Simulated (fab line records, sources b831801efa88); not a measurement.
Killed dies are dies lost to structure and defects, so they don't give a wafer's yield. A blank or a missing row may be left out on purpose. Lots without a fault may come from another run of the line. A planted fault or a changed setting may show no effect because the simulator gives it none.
One fault seen from 2 desks | flow gf180mcu | each desk has only its own numbers; what lay behind them comes last

THE TOOL OWNER'S DESK: litho_track-02
The tool's own readings at GF_V1_PEB_12 (peb time 90 s): means of the sampled wafers that have a number, for each lot that ran on this tool. A lot is out of limits, marked OUT, if its mean lies more than 4 standard deviations from the usual mean; the brackets give that distance.
Columns: A = exhaust_pa at GF_V1_PEB_12, usual 45.0 Pa; B = plate_temp_C at GF_V1_PEB_12, usual 134.99 C
lot  | first seen here | A    | B
L674 | day 20 17:07    | 45.3 | 135.02
L686 | day 25 00:26    | 45.2 | 134.85
L688 | day 25 07:45    | 44.5 | 134.98
L691 | day 26 01:41    | 44.9 | 135.10
This desk's finding: nothing out of limits on any of the 4 lots.

THE METROLOGY DESK
What the gauges read, lot by lot, whatever tool the lot ran on: means of the sampled wafers that have a number. A lot is out of limits, marked OUT, if its mean lies more than 4 standard deviations from the usual mean; the brackets give that distance.
Columns: A = cd_nm at GF_V1_CD_MEAS_14, usual 260.1 nm; B = V1_W_THK at GF_V1_THK_MEAS_25, usual 349 nm
lot  | first seen here | A                | B
L669 | day 18 11:44    | 261.2            | 360
L671 | day 19 08:04    | 258.3            | 337
L674 | day 20 17:26    | 258.6            | 342
L675 | day 21 05:10    | 260.1            | 340
L677 | day 21 09:35    | 261.8            | 353
L678 | day 21 23:14    | 258.9            | 345
L679 | day 22 15:04    | 260.0            | 349
L684 | day 24 02:20    | 260.2            | 356
L686 | day 25 00:46    | 259.6            | 342
L688 | day 25 08:06    | 263.5            | 352
L690 | day 26 00:48    | 260.4            | 350
L691 | day 26 02:01    | 265.3 (+4.3) OUT | 340
This desk's finding: out of limits on L691; first on L691, day 26 02:01 (cd_nm at GF_V1_CD_MEAS_14). In limits: L669, L671, L674, L675, L677, L678, L679, L684, L686, L688, L690.

PUT TOGETHER
The metrology desk could have raised an alarm at day 26 02:01, on L691.
The tool owner's desk saw nothing out of limits.
The tool owner's desk has L691 on record, within its limits.
Of the lots named, all ran GF_V1_PEB_12 on litho_track-02.

WHAT THE SIMULATOR HAD PUT IN
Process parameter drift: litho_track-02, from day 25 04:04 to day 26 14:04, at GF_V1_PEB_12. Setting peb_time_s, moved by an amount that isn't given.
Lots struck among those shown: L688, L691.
Hours from the fault's start to each desk's first reading out of limits: the metrology desk, 22.
